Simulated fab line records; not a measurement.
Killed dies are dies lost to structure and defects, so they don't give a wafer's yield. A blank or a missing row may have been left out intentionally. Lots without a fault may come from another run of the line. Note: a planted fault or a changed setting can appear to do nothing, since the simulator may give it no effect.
Which tool was responsible? || flow gf180mcu || 11 lots, 32 wafers sampled, at 5 steps of a route of 602

WHAT THE GAUGES SHOWED, per wafer
GF_M5_CD_MEAS_07: target cd 280 nm.
{"lot": "L914", "measured": "day 26 07:50", "on": "cd_sem-01", "cd_nm (nm)": "276.9 278.6 277.0"}
{"lot": "L915", "measured": "day 26 18:31", "on": "cd_sem-02", "cd_nm (nm)": "278.6 279.5 280.3"}
{"lot": "L918", "measured": "day 27 22:16", "on": "cd_sem-01", "cd_nm (nm)": "276.8 278.3 277.2"}
{"lot": "L922", "measured": "day 29 07:00", "on": "cd_sem-02", "cd_nm (nm)": "280.2 280.4 281.2"}
{"lot": "L923", "measured": "day 29 12:45", "on": "cd_sem-02", "cd_nm (nm)": "280.2 280.1 281.0"}
{"lot": "L924", "measured": "day 29 18:51", "on": "cd_sem-02", "cd_nm (nm)": "305.6 304.9 305.4 304.9"}
{"lot": "L925", "measured": "day 30 04:59", "on": "cd_sem-01", "cd_nm (nm)": "304.4 304.5 305.0 304.6 304.6 305.0"}
{"lot": "L927", "measured": "day 30 14:17", "on": "cd_sem-02", "cd_nm (nm)": "281.0 281.2 281.8"}
{"lot": "L929", "measured": "day 31 04:29", "on": "cd_sem-01", "cd_nm (nm)": "279.9 281.2 279.6"}
{"lot": "L934", "measured": "day 32 08:43", "on": "cd_sem-01", "cd_nm (nm)": "280.7 280.0 279.6"}
{"lot": "L936", "measured": "day 32 17:19", "on": "cd_sem-02", "cd_nm (nm)": "280.5 281.9 281.2"}

WHICH TOOL RAN EACH LOT (tool, then ch and the chambers of the sampled wafers, then the start)
{"lot": "L914", "GF_MIM_SPUTTER_03": "pvd_sputter-02, day 24 14:07", "GF_MIM_SPUTTER_04": "pvd_sputter-02, day 24 14:08", "GF_MIM_SPUTTER_08": "pvd_sputter-04, day 24 14:19", "GF_M5_SOFTBAKE_03": "litho_track-04 ch 0, day 25 22:19"}
{"lot": "L915", "GF_MIM_SPUTTER_03": "pvd_sputter-04, day 25 01:18", "GF_MIM_SPUTTER_04": "pvd_sputter-04, day 25 01:19", "GF_MIM_SPUTTER_08": "pvd_sputter-01, day 25 01:30", "GF_M5_SOFTBAKE_03": "litho_track-01 ch 0, day 26 08:13"}
{"lot": "L918", "GF_MIM_SPUTTER_03": "pvd_sputter-02, day 26 03:58", "GF_MIM_SPUTTER_04": "pvd_sputter-02, day 26 03:59", "GF_MIM_SPUTTER_08": "pvd_sputter-01, day 26 04:10", "GF_M5_SOFTBAKE_03": "litho_track-02 ch 0, day 27 12:13"}
{"lot": "L922", "GF_MIM_SPUTTER_03": "pvd_sputter-01, day 27 15:14", "GF_MIM_SPUTTER_04": "pvd_sputter-01, day 27 15:15", "GF_MIM_SPUTTER_08": "pvd_sputter-04, day 27 15:26", "GF_M5_SOFTBAKE_03": "litho_track-02 ch 0, day 28 21:26"}
{"lot": "L923", "GF_MIM_SPUTTER_03": "pvd_sputter-01, day 27 21:49", "GF_MIM_SPUTTER_04": "pvd_sputter-01, day 27 21:50", "GF_MIM_SPUTTER_08": "pvd_sputter-02, day 27 22:01", "GF_M5_SOFTBAKE_03": "litho_track-02 ch 0, day 29 03:23"}
{"lot": "L924", "GF_MIM_SPUTTER_03": "pvd_sputter-02, day 28 04:37", "GF_MIM_SPUTTER_04": "pvd_sputter-02, day 28 04:38", "GF_MIM_SPUTTER_08": "pvd_sputter-04, day 28 04:48", "GF_M5_SOFTBAKE_03": "litho_track-02 ch 0, day 29 09:28"}
{"lot": "L925", "GF_MIM_SPUTTER_03": "pvd_sputter-04, day 28 15:26", "GF_MIM_SPUTTER_04": "pvd_sputter-04, day 28 15:27", "GF_MIM_SPUTTER_08": "pvd_sputter-01, day 28 15:38", "GF_M5_SOFTBAKE_03": "litho_track-02 ch 0, day 29 19:53"}
{"lot": "L927", "GF_MIM_SPUTTER_03": "pvd_sputter-04, day 29 00:33", "GF_MIM_SPUTTER_04": "pvd_sputter-04, day 29 00:34", "GF_MIM_SPUTTER_08": "pvd_sputter-02, day 29 00:44", "GF_M5_SOFTBAKE_03": "litho_track-04 ch 0, day 30 04:51"}
{"lot": "L929", "GF_MIM_SPUTTER_03": "pvd_sputter-02, day 29 15:54", "GF_MIM_SPUTTER_04": "pvd_sputter-02, day 29 15:55", "GF_MIM_SPUTTER_08": "pvd_sputter-01, day 29 16:06", "GF_M5_SOFTBAKE_03": "litho_track-04 ch 0, day 30 19:39"}
{"lot": "L934", "GF_MIM_SPUTTER_03": "pvd_sputter-01, day 30 21:34", "GF_MIM_SPUTTER_04": "pvd_sputter-01, day 30 21:35", "GF_MIM_SPUTTER_08": "pvd_sputter-02, day 30 21:46", "GF_M5_SOFTBAKE_03": "litho_track-04 ch 0, day 32 00:26"}
{"lot": "L936", "GF_MIM_SPUTTER_03": "pvd_sputter-04, day 31 07:34", "GF_MIM_SPUTTER_04": "pvd_sputter-04, day 31 07:35", "GF_MIM_SPUTTER_08": "pvd_sputter-01, day 31 07:45", "GF_M5_SOFTBAKE_03": "litho_track-01 ch 0, day 32 09:22"}
- GF_MIM_SPUTTER_03: material Ti, target thk 10 nm, time 6.7 s.
- GF_MIM_SPUTTER_04: material TiN, target thk 50 nm, time 41.7 s.
- GF_MIM_SPUTTER_08: material AlCu, target thk 200 nm, time 10.6 s.
- GF_M5_SOFTBAKE_03: time 60 s.

AS READ BY THE TOOLS THEMSELVES (means over the sampled wafers that have a number; for cases with no such wafer, the mark the record gives instead)
GF_MIM_SPUTTER_03.
{"lot": "L914", "tool": "pvd_sputter-02", "throttle_valve_pct (%)": 29.9}
{"lot": "L915", "tool": "pvd_sputter-04", "throttle_valve_pct (%)": 30.0}
{"lot": "L918", "tool": "pvd_sputter-02", "throttle_valve_pct (%)": 30.4}
{"lot": "L922", "tool": "pvd_sputter-01", "throttle_valve_pct (%)": 31.2}
{"lot": "L923", "tool": "pvd_sputter-01", "throttle_valve_pct (%)": 31.4}
{"lot": "L924", "tool": "pvd_sputter-02", "throttle_valve_pct (%)": 30.6}
{"lot": "L925", "tool": "pvd_sputter-04", "throttle_valve_pct (%)": 30.0}
{"lot": "L927", "tool": "pvd_sputter-04", "throttle_valve_pct (%)": 29.6}
{"lot": "L929", "tool": "pvd_sputter-02", "throttle_valve_pct (%)": 30.2}
{"lot": "L934", "tool": "pvd_sputter-01", "throttle_valve_pct (%)": 30.5}
{"lot": "L936", "tool": "pvd_sputter-04", "throttle_valve_pct (%)": 29.6}

GF_MIM_SPUTTER_04.
{"lot": "L914", "tool": "pvd_sputter-02", "throttle_valve_pct (%)": 29.9}
{"lot": "L915", "tool": "pvd_sputter-04", "throttle_valve_pct (%)": 30.0}
{"lot": "L918", "tool": "pvd_sputter-02", "throttle_valve_pct (%)": 30.4}
{"lot": "L922", "tool": "pvd_sputter-01", "throttle_valve_pct (%)": 31.0}
{"lot": "L923", "tool": "pvd_sputter-01", "throttle_valve_pct (%)": 31.3}
{"lot": "L924", "tool": "pvd_sputter-02", "throttle_valve_pct (%)": 30.3}
{"lot": "L925", "tool": "pvd_sputter-04", "throttle_valve_pct (%)": 30.0}
{"lot": "L927", "tool": "pvd_sputter-04", "throttle_valve_pct (%)": 29.7}
{"lot": "L929", "tool": "pvd_sputter-02", "throttle_valve_pct (%)": 30.1}
{"lot": "L934", "tool": "pvd_sputter-01", "throttle_valve_pct (%)": 30.4}
{"lot": "L936", "tool": "pvd_sputter-04", "throttle_valve_pct (%)": 29.8}

GF_MIM_SPUTTER_08.
{"lot": "L914", "tool": "pvd_sputter-04", "throttle_valve_pct (%)": 29.9}
{"lot": "L915", "tool": "pvd_sputter-01", "throttle_valve_pct (%)": 30.6}
{"lot": "L918", "tool": "pvd_sputter-01", "throttle_valve_pct (%)": 30.0}
{"lot": "L922", "tool": "pvd_sputter-04", "throttle_valve_pct (%)": 29.8}
{"lot": "L923", "tool": "pvd_sputter-02", "throttle_valve_pct (%)": 30.6}
{"lot": "L924", "tool": "pvd_sputter-04", "throttle_valve_pct (%)": 30.1}
{"lot": "L925", "tool": "pvd_sputter-01", "throttle_valve_pct (%)": 30.1}
{"lot": "L927", "tool": "pvd_sputter-02", "throttle_valve_pct (%)": 30.3}
{"lot": "L929", "tool": "pvd_sputter-01", "throttle_valve_pct (%)": 30.5}
{"lot": "L934", "tool": "pvd_sputter-02", "throttle_valve_pct (%)": 31.0}
{"lot": "L936", "tool": "pvd_sputter-01", "throttle_valve_pct (%)": 31.4}

GF_M5_SOFTBAKE_03.
{"lot": "L914", "tool": "litho_track-04", "heater_power_total_W (W)": 92.95, "plate_temp_C (C)": 130.02, "resist_line_temp_C (C)": 23.07}
{"lot": "L915", "tool": "litho_track-01", "heater_power_total_W (W)": 93.03, "plate_temp_C (C)": 130.07, "resist_line_temp_C (C)": 23.02}
{"lot": "L918", "tool": "litho_track-02", "heater_power_total_W (W)": 93.12, "plate_temp_C (C)": 130.09, "resist_line_temp_C (C)": 22.95}
{"lot": "L922", "tool": "litho_track-02", "heater_power_total_W (W)": 93.04, "plate_temp_C (C)": 129.90, "resist_line_temp_C (C)": 22.98}
{"lot": "L923", "tool": "litho_track-02", "heater_power_total_W (W)": 93.06, "plate_temp_C (C)": 129.86, "resist_line_temp_C (C)": 23.02}
{"lot": "L924", "tool": "litho_track-02", "heater_power_total_W (W)": 81.48, "plate_temp_C (C)": 117.50, "resist_line_temp_C (C)": 23.07}
{"lot": "L925", "tool": "litho_track-02", "heater_power_total_W (W)": 81.40, "plate_temp_C (C)": 117.34, "resist_line_temp_C (C)": 22.88}
{"lot": "L927", "tool": "litho_track-04", "heater_power_total_W (W)": 92.99, "plate_temp_C (C)": 129.81, "resist_line_temp_C (C)": 23.14}
{"lot": "L929", "tool": "litho_track-04", "heater_power_total_W (W)": 93.10, "plate_temp_C (C)": 130.06, "resist_line_temp_C (C)": 22.97}
{"lot": "L934", "tool": "litho_track-04", "heater_power_total_W (W)": 93.07, "plate_temp_C (C)": 129.92, "resist_line_temp_C (C)": 22.91}
{"lot": "L936", "tool": "litho_track-01", "heater_power_total_W (W)": 92.99, "plate_temp_C (C)": 130.20, "resist_line_temp_C (C)": 23.13}

THE ANSWER, worked out from the rows above alone
Rule: the lots themselves supply what counts as usual. The widest of any qualifying gaps counts: lots, ordered by their means at a reading, are off when they make up no more than a third of the lots, leave a main group of 4 or more, and stand apart from it by 3 or more times the standard deviation of that group's means. If all means in a main group match to the digits the tables above print for the reading, that group is not used. A lot without any number at a reading at which 4 lots or more have one is off too. Where the step has rows for the other lots, those lots are counted as sound. The gauges are gone through in route order, then the tools' own readings, and for those a lot's mean is taken as printed above. The first step at which some lot is off is used, and at that step the reading that is off furthest; a lot without a number counts as furthest.
Off at GF_M5_CD_MEAS_07 (cd_nm): L924, L925. For the main group the mean is 279.8 nm and the standard deviation 1.4.
If a tool, at a process step before that reading, ran all the lots that are off and no sound lot after the first of them, it fits. The gauges at GF_M5_CD_MEAS_07 aren't tried: what is off there is off at GF_M5_SOFTBAKE_03 too, on other tools, and a gauge's error can't cause that. One candidate fits, namely litho_track-02 at GF_M5_SOFTBAKE_03. A fault onset in the window from L923 (day 29 03:23, its last sound lot) to L924 (day 29 09:28, its first lot off) fits.
The tool's own readings at GF_M5_SOFTBAKE_03 bear it out: on the lots that are off they differ by more than 5 times the standard deviation of the sound lots' means. heater_power_total_W reads 81.44 W there against 93.04 W on the sound lots; plate_temp_C reads 117.42 C there against 129.99 C on the sound lots.

WHAT HAD BEEN PUT IN BY THE SIMULATOR
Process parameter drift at GF_M5_SOFTBAKE_03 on litho_track-02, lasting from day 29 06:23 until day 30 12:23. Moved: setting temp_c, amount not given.
Lots struck among those shown: L924, L925. The rule above found the same.
